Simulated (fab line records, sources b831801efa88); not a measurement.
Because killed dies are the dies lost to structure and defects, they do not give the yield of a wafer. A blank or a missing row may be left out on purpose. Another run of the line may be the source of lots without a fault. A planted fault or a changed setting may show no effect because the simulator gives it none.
Struck lot and sound lot, side by side | flow sky130 | 15 steps out of a route of 708
Sound: wafers L493.1, L493.5, L493.6. Struck: wafers L482.2, L482.5, L482.6. The cause comes at the end.
Per side, at each step with rows, come the tool, then ch with its chambers, and then its first start. Under that, the readings that differ: sound wafers | struck wafers | difference of the means | sigmas: that difference in standard deviations of wafers without a fault.
alike: words and numbers the same on both sides, and readings whose means are apart by under 2 such deviations; not compared: readings that were withheld, readings missing a value for some wafer, numbers with overlapping values and no deviation given by the record, and bounds like >300 which may hide the same value.
The two part at a step that has a row with sigmas, a row that says differs or no value, or rows on one side only. When numbers do not overlap yet have no deviation, they are printed without sigmas and do not part them. Lack of a reading on every wafer of one side parts them only where that side has two or more wafers.

first, 5 steps without rows for these wafers: SKY_VIA4_STRIP_13 (strips in O2/N2); SKY_VIA4_STRIP_14 (strips in post etch residue remover, time 1200 s); SKY_VIA4_CLEAN_15 (cleans in IPA, time 180 s); SKY_VIA4_CLEAN_16 (cleans in O3/DIW); SKY_VIA4_SPUTTER_17 (material TiN, target thk 20 nm, time 80 s).
SKY_VIA4_CVD_18: deposits W, target thk 505 nm, time 152.14 s.
  sound on cvd_w-02 ch 0,1, day 47 22:30; struck on cvd_w-01 ch 0,1, day 45 04:16
  alike: heater_power_outer_w, heater_power_w
SKY_VIA4_RS_MEAS_19: the measuring method here is four-point-probe.
  sound on film_metro-03, day 47 22:39; struck on film_metro-03, day 45 04:26
  alike: VIA4_W_RS
SKY_VIA4_THK_MEAS_20: measures by xrf.
  sound on film_metro-03, day 47 22:46; struck on film_metro-03, day 45 04:32
  alike: VIA4_W_THK
then, 1 step without rows for these wafers: SKY_VIA4_CMP_21 (polishes, stops on SiO2, t overpolish 25 s, target thk 0 nm).
SKY_METAL5_SPUTTER_00: material Ti, target thk 15 nm, time 10 s.
  sound on pvd_sputter-04, day 47 23:08; struck on pvd_sputter-04, day 45 05:56
  alike: throttle_valve_pct
SKY_METAL5_SPUTTER_01: material TiN, target thk 20 nm, time 16.7 s.
  sound on pvd_sputter-04, day 47 23:10; struck on pvd_sputter-04, day 45 05:58
  alike: throttle_valve_pct
SKY_METAL5_SPUTTER_02: material AlCu, target thk 1150 nm, time 61.2 s.
  sound on pvd_sputter-04, day 47 23:11; struck on pvd_sputter-04, day 45 05:59
  alike: throttle_valve_pct
SKY_METAL5_SPUTTER_03: material Ti, target thk 5 nm, time 3.3 s.
  sound on pvd_sputter-04, day 47 23:14; struck on pvd_sputter-04, day 45 06:02
  reading                                   | sound            | struck            | difference | sigmas
  model.Ti_of_METAL5_SPUTTER_03.thk_nm (nm) | 4.88 4.884 5.166 | 5.422 5.411 5.261 | +0.388     |
  alike: throttle_valve_pct
SKY_METAL5_SPUTTER_04: material TiN, target thk 70 nm, time 58.3 s.
  sound on pvd_sputter-04, day 47 23:15; struck on pvd_sputter-04, day 45 06:03
  alike: throttle_valve_pct
next, for these wafers, 1 step has no rows: SKY_PAD_OPEN_PROBE_99.

WHERE THEY PART
Nowhere in this record.

WHY: the cause the simulator had injected
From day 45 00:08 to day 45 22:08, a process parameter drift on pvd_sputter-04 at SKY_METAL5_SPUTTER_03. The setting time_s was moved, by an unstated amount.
